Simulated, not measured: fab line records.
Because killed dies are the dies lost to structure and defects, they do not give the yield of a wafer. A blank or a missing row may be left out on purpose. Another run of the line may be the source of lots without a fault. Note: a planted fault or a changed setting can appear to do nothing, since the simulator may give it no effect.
fab line records	flow sky130
record lots=11	wafers=32	lastDay=50
route steps=708 shown VIA1@461 METAL2@487
lots that met no fault: taken from a fault-free run of the same line
startH: start of the lot's first displayed wafer, in hours after the record's first day	waitH: how many hours have passed since the lot's step before this one	" identical to the entry in the row above	L1.1+2: several wafers, shown together as one row	- no value, or no start was given	* or withheld: withheld	< > ~ a bound
route shown NAME@n: a module of which the file shows steps, and the number in the route of the first	usual: mean/standard deviation of fault-free wafers	same: alike in all rows	chamber/n: place in a boat	sites: readings site by site	_std_site: standard deviation across them	_edge_site: outer sites' mean less inner sites'	radiusMm: for every site, how far away it sits from the centre of the wafer	mask NAME#n: copy n	behind: the tool/chamber that last shaped the wafer	hold: reason for holding the lot/hours on hold/outcome of the hold	device: whichever transistor did not switch (one of n, p or np)	end of line: the tests these same wafers got at the end of their route	where a step has no rows: the recipe by itself	killed: the dies lost at the first sort to structure and to defects; this is not the yield of the wafer	map: dies across one wafer; x = killed, . = not, _ = none there
set.NAME: the setting that was run; set.NAME@STEP: the one run at that earlier step	model.NAME: the simulator's own value behind a step, which no gauge read
one table for each step of the route and one row for each wafer, over a sample of lots
services: from which hour (startH, from the record's first day; less than 0 if before it) a tool's chamber was out of use, for how many hours, and why
## steps
# step SKY_VIA1_BOW_MEAS_03
# recipe mode=bow
# usual VIA1_BOW=79/7.4
lot.wafer	tool	chamber	startH	waitH	VIA1_BOW[um]
L865.1	filmMetro-04	-	777.53	0.2	87
L865.4	"	-	"	"	78
L865.6	"	-	"	"	88
L864.2	filmMetro-02	-	783.06	0.2	82
L864.3	"	-	"	"	79
L864.5	"	-	"	"	81
L866.1	filmMetro-02	-	802.62	0.1	67
L866.5	"	-	"	"	80
L866.6	"	-	"	"	81
L869.2	filmMetro-04	-	809.45	0.2	87
L869.4	"	-	"	"	79
L869.5	"	-	"	"	81
L871.2	filmMetro-03	-	869.31	0.2	79
L871.4	"	-	"	"	61
L871.6	"	-	"	"	78
L875.3	filmMetro-03	-	872.75	0.1	84
L875.5	"	-	"	"	94
L875.6	"	-	"	"	75
L877.1	filmMetro-04	-	872.88	0.1	72
L877.3	"	-	"	"	79
L877.5	"	-	"	"	67
L881.2	filmMetro-03	-	903.23	0.2	82
L881.5	"	-	"	"	76
L884.3	filmMetro-02	-	908.56	0.3	73
L884.4	"	-	"	"	85
L884.5	"	-	"	"	80
L886.4	filmMetro-04	-	927.28	0.3	76
L886.5	"	-	"	"	69
L886.6	"	-	"	"	55
L887.2	filmMetro-02	-	931.28	0.1	77
L887.5	"	-	"	"	75
L887.6	"	-	"	"	76
# step SKY_VIA1_CVD_21
# recipe material=W	targetThkNm=270	timeS=80.902	tempC=400	pressureTorr=40
# usual chamberPressureTorr=40.01/0.085	heaterPowerW=869/71
lot.wafer	tool	chamber	startH	waitH	chamberPressureTorr	heaterPowerW
L865.1	cvdW-02	0	804.60	0.0	40.01	864
L865.4	"	0	"	"	39.96	894
L865.6	"	0	"	"	40.04	895
L864.2	cvdW-01	1	810.42	0.0	39.91	963
L864.3	"	1	"	"	39.85	980
L864.5	"	1	"	"	39.80	988
L866.1	cvdW-01	0	830.09	0.0	39.98	766
L866.5	"	0	"	"	40.02	780
L866.6	"	1	"	"	40.11	967
L869.2	cvdW-01	0	835.65	0.0	40.01	785
L869.4	"	0	"	"	39.91	785
L869.5	"	0	"	"	39.80	788
L871.2	cvdW-01	0	896.42	0.0	40.07	785
L871.4	"	0	"	"	40.05	793
L871.6	"	0	"	"	40.07	779
L875.3	cvdW-02	0	899.29	0.1	39.97	906
L875.5	"	0	"	"	40.03	893
L875.6	"	1	"	"	39.78	844
L877.1	cvdW-01	1	899.49	0.0	39.98	939
L877.3	"	0	"	"	39.99	777
L877.5	"	1	"	"	39.88	965
L881.2	cvdW-01	1	928.99	0.0	59.70	902
L881.5	"	0	"	"	59.80	808
L884.3	cvdW-01	1	933.51	0.1	59.85	917
L884.4	"	0	"	"	59.80	787
L884.5	"	0	"	"	59.81	800
L886.4	cvdW-02	0	952.76	0.1	40.00	914
L886.5	"	0	"	"	40.03	913
L886.6	"	1	"	"	40.04	841
L887.2	cvdW-02	1	956.95	0.0	40.11	832
L887.5	"	1	"	"	39.90	828
L887.6	"	0	"	"	39.97	894
# step SKY_VIA1_RS_MEAS_22
# recipe thkMeasGauge=four-point-probe	reads=W_of_VIA1_CVD_21+TiN_of_VIA1_SPUTTER_20
# usual VIA1_W_RS=0.427/0.006
lot.wafer	tool	chamber	startH	waitH	VIA1_W_RS[ohm/sq]
L865.1	filmMetro-03	-	804.69	0.1	0.429
L865.4	"	-	"	"	0.428
L865.6	"	-	"	"	0.427
L864.2	filmMetro-04	-	810.54	0.1	0.424
L864.3	"	-	"	"	0.424
L864.5	"	-	"	"	0.420
L866.1	filmMetro-02	-	830.18	0.1	0.439
L866.5	"	-	"	"	0.434
L866.6	"	-	"	"	0.428
L869.2	filmMetro-03	-	835.76	0.1	0.426
L869.4	"	-	"	"	0.426
L869.5	"	-	"	"	0.425
L871.2	filmMetro-04	-	896.54	0.1	0.431
L871.4	"	-	"	"	0.433
L871.6	"	-	"	"	0.427
L875.3	filmMetro-04	-	899.39	0.1	0.419
L875.5	"	-	"	"	0.429
L875.6	"	-	"	"	0.423
L877.1	filmMetro-02	-	899.58	0.1	0.413
L877.3	"	-	"	"	0.424
L877.5	"	-	"	"	0.413
L881.2	filmMetro-02	-	929.11	0.1	0.347
L881.5	"	-	"	"	0.354
L884.3	filmMetro-03	-	933.61	0.1	0.340
L884.4	"	-	"	"	0.346
L884.5	"	-	"	"	0.349
L886.4	filmMetro-04	-	952.88	0.1	0.423
L886.5	"	-	"	"	0.425
L886.6	"	-	"	"	0.425
L887.2	filmMetro-04	-	957.11	0.1	0.423
L887.5	"	-	"	"	0.426
L887.6	"	-	"	"	0.420
# step SKY_VIA1_THK_MEAS_23
# recipe thkMeasGauge=xrf	reads=W_of_VIA1_CVD_21
# usual VIA1_W_THK=262/3.8
lot.wafer	tool	chamber	startH	waitH	VIA1_W_THK[nm]
L865.1	filmMetro-03	-	804.81	0.1	261
L865.4	"	-	"	"	261
L865.6	"	-	"	"	261
L864.2	filmMetro-04	-	810.65	0.1	264
L864.3	"	-	"	"	265
L864.5	"	-	"	"	268
L866.1	filmMetro-02	-	830.30	0.1	258
L866.5	"	-	"	"	261
L866.6	"	-	"	"	263
L869.2	filmMetro-03	-	835.87	0.1	263
L869.4	"	-	"	"	261
L869.5	"	-	"	"	263
L871.2	filmMetro-04	-	896.65	0.1	258
L871.4	"	-	"	"	259
L871.6	"	-	"	"	261
L875.3	filmMetro-04	-	899.49	0.1	267
L875.5	"	-	"	"	261
L875.6	"	-	"	"	264
L877.1	filmMetro-02	-	899.70	0.1	268
L877.3	"	-	"	"	262
L877.5	"	-	"	"	268
L881.2	filmMetro-02	-	929.22	0.1	319
L881.5	"	-	"	"	313
L884.3	filmMetro-03	-	933.71	0.1	326
L884.4	"	-	"	"	320
L884.5	"	-	"	"	320
L886.4	filmMetro-04	-	952.97	0.1	266
L886.5	"	-	"	"	264
L886.6	"	-	"	"	265
L887.2	filmMetro-04	-	957.22	0.1	265
L887.5	"	-	"	"	265
L887.6	"	-	"	"	268
# step SKY_VIA1_CMP_24
# recipe stopOn=SiO2	tOverpolishS=15	downForcePsi=3.5	platenRpm=60	targetThkNm=0	padVelocityMS=0.94248
# usual motorCurrentA=10.7/0.83	timeToEndpointS=64/4.6
lot.wafer	tool	chamber	startH	waitH	motorCurrentA	timeToEndpointS
L865.1	cmp-01	1	804.92	0.1	10.9	61
L865.4	"	2	"	"	11.4	65
L865.6	"	0	"	"	10.6	64
L864.3	cmp-01	0	810.75	0.1	11.0	68
L864.2	"	2	"	"	10.7	65
L864.5	"	3	"	"	10.0	59
L866.1	cmp-01	2	830.36	0.1	11.9	66
L866.6	"	2	"	"	11.7	66
L866.5	"	3	"	"	9.7	59
L869.4	cmp-01	3	835.92	0.0	10.1	55
L869.2	"	0	"	"	10.5	70
L869.5	"	3	"	"	10.2	58
L871.2	cmp-01	2	896.75	0.1	11.5	65
L871.4	"	0	"	"	10.5	67
L871.6	"	1	"	"	10.5	62
L875.3	cmp-02	1	899.68	0.2	12.1	68
L875.6	"	2	"	"	11.8	63
L875.5	"	3	"	"	8.8	64
L877.3	cmp-01	3	899.76	0.0	9.9	56
L877.1	"	2	"	"	11.6	64
L877.5	"	3	"	"	10.2	60
L881.2	cmp-01	0	929.42	0.2	10.4	85
L881.5	"	2	"	"	11.6	81
L884.4	cmp-02	0	933.75	0.0	10.0	85
L884.3	"	3	"	"	8.7	86
L884.5	"	0	"	"	9.9	84
L886.4	cmp-01	3	953.15	0.2	10.6	57
L886.5	"	0	"	"	10.4	66
L886.6	"	1	"	"	10.4	60
L887.2	cmp-01	0	957.32	0.1	10.6	68
L887.5	"	3	"	"	10.1	58
L887.6	"	0	"	"	10.8	70
# step SKY_METAL2_SPUTTER_04
# recipe material=TiN	targetThkNm=70	powerW=6500	timeS=58.3	chamberPressurePa=0.4
# usual cathodeDcPowerW=6500.0/1.2	throttleValvePct=29.9/1
lot.wafer	tool	chamber	startH	waitH	cathodeDcPowerW	throttleValvePct
L865.1	pvdSputter-04	-	805.26	0.0	6501.0	28.0
L865.4	"	-	"	"	6498.2	30.4
L865.6	"	-	"	"	6499.7	30.7
L864.2	pvdSputter-01	-	811.09	0.0	6499.9	28.4
L864.3	"	-	"	"	6500.8	30.1
L864.5	"	-	"	"	6500.0	28.9
L866.1	pvdSputter-04	-	830.75	0.0	6501.1	30.6
L866.5	"	-	"	"	6499.7	30.5
L866.6	"	-	"	"	6499.8	30.5
L869.2	pvdSputter-04	-	836.31	0.0	6499.4	30.5
L869.4	"	-	"	"	6498.4	30.7
L869.5	"	-	"	"	6502.5	30.6
L871.2	pvdSputter-04	-	897.09	0.0	6500.3	29.3
L871.4	"	-	"	"	6501.5	28.3
L871.6	"	-	"	"	6500.1	30.6
L875.3	pvdSputter-04	-	899.93	0.0	6500.3	30.9
L875.5	"	-	"	"	6501.4	29.4
L875.6	"	-	"	"	6502.1	28.7
L877.1	pvdSputter-03	-	900.16	0.0	6499.4	30.2
L877.3	"	-	"	"	6497.2	29.8
L877.5	"	-	"	"	6499.9	30.4
L881.2	pvdSputter-04	-	929.66	0.0	6501.5	30.7
L881.5	"	-	"	"	6500.2	30.6
L884.3	pvdSputter-04	-	934.14	0.0	6499.7	30.7
L884.4	"	-	"	"	6498.6	30.4
L884.5	"	-	"	"	6499.4	28.5
L886.4	pvdSputter-01	-	953.40	0.0	6501.1	30.3
L886.5	"	-	"	"	6500.6	28.5
L886.6	"	-	"	"	6499.5	30.3
L887.2	pvdSputter-01	-	957.66	0.0	6499.2	28.7
L887.5	"	-	"	"	6501.4	30.3
L887.6	"	-	"	"	6500.7	28.4
# step SKY_METAL2_THK_MEAS_06
# recipe thkMeasGauge=xrf	reads=AlCu_of_METAL2_SPUTTER_02
# usual METAL2_ALCU_THK=251/4.1
lot.wafer	tool	chamber	startH	waitH	METAL2_ALCU_THK[nm]
L865.1	filmMetro-04	-	805.43	0.1	255
L865.4	"	-	"	"	253
L865.6	"	-	"	"	250
L864.2	filmMetro-02	-	811.27	0.1	250
L864.3	"	-	"	"	255
L864.5	"	-	"	"	250
L866.1	filmMetro-04	-	830.92	0.1	255
L866.5	"	-	"	"	252
L866.6	"	-	"	"	253
L869.2	filmMetro-01	-	836.49	0.1	252
L869.4	"	-	"	"	247
L869.5	"	-	"	"	254
L871.2	filmMetro-01	-	897.27	0.1	254
L871.4	"	-	"	"	254
L871.6	"	-	"	"	248
L875.3	filmMetro-02	-	900.11	0.1	251
L875.5	"	-	"	"	253
L875.6	"	-	"	"	253
L877.1	filmMetro-01	-	900.32	0.1	253
L877.3	"	-	"	"	250
L877.5	"	-	"	"	251
L881.2	filmMetro-02	-	929.84	0.1	250
L881.5	"	-	"	"	250
L884.3	filmMetro-04	-	934.33	0.1	255
L884.4	"	-	"	"	253
L884.5	"	-	"	"	256
L886.4	filmMetro-01	-	953.59	0.1	249
L886.5	"	-	"	"	243
L886.6	"	-	"	"	250
L887.2	filmMetro-02	-	957.84	0.1	246
L887.5	"	-	"	"	243
L887.6	"	-	"	"	239
## services
tool	chamber	startH	hours	kind
cvdW-02	-	799.10	2.8	pm
cvdW-02	-	816.30	1.6	repair
pvdSputter-03	-	816.49	2.2	repair
pvdSputter-01	1	825.16	-	consumableReplace:kit
pvdSputter-01	1	825.16	18.0	scheduledDown
cvdW-02	-	830.28	6.9	pm
cmp-01	-	858.31	3.7	repair
cmp-01	-	862.04	4.6	pm
cmp-01	-	866.02	2.0	repair
cmp-02	-	867.57	0.9	repair
cmp-01	-	875.18	1.0	repair
cvdW-02	-	884.78	1.1	repair
cmp-01	-	897.88	1.5	repair
pvdSputter-04	0	902.14	-	consumableReplace:kit
pvdSputter-04	0	902.14	18.0	scheduledDown
pvdSputter-04	0	902.14	18.0	ventCycle
cvdW-01	-	904.00	14.0	pm
cvdW-01	0	904.00	14.0	ventCycle
cvdW-01	1	904.00	14.0	ventCycle
cmp-02	-	912.00	4.0	pm
cvdW-01	0	918.00	-	clean
cvdW-01	1	918.00	-	clean
pvdSputter-04	-	950.12	4.0	repair
cvdW-01	-	950.70	6.9	pm
## key
firstSign step=SKY_VIA1_CVD_21	reading=chamberPressureTorr	direction=up	sigmas=99+	usual=40.01	struck=59.79
effect step=SKY_VIA1_RS_MEAS_22	reading=VIA1_W_RS	direction=down	sigmas=13	usual=0.427	struck=0.347
effect step=SKY_VIA1_THK_MEAS_23	reading=VIA1_W_THK	direction=up	sigmas=15	usual=262	struck=320
effect step=SKY_VIA1_CMP_24	reading=timeToEndpointS	direction=up	sigmas=4.5	usual=*	struck=*
metAt SKY_VIA1_CVD_21
struckLots L881,L884
notActingAt SKY_VIA1_BOW_MEAS_03,SKY_METAL2_SPUTTER_04,SKY_METAL2_THK_MEAS_06
onsetBetween 899.49 928.99
fault kind=processParameterDrift	tool=cvdW-01	chamber=-	onsetH=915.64	steps=SKY_VIA1_CVD_21	channel=pressureTorr	offset=19.801	shape=step	endH=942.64	actsIn=theseRecipesOnly	stated=40
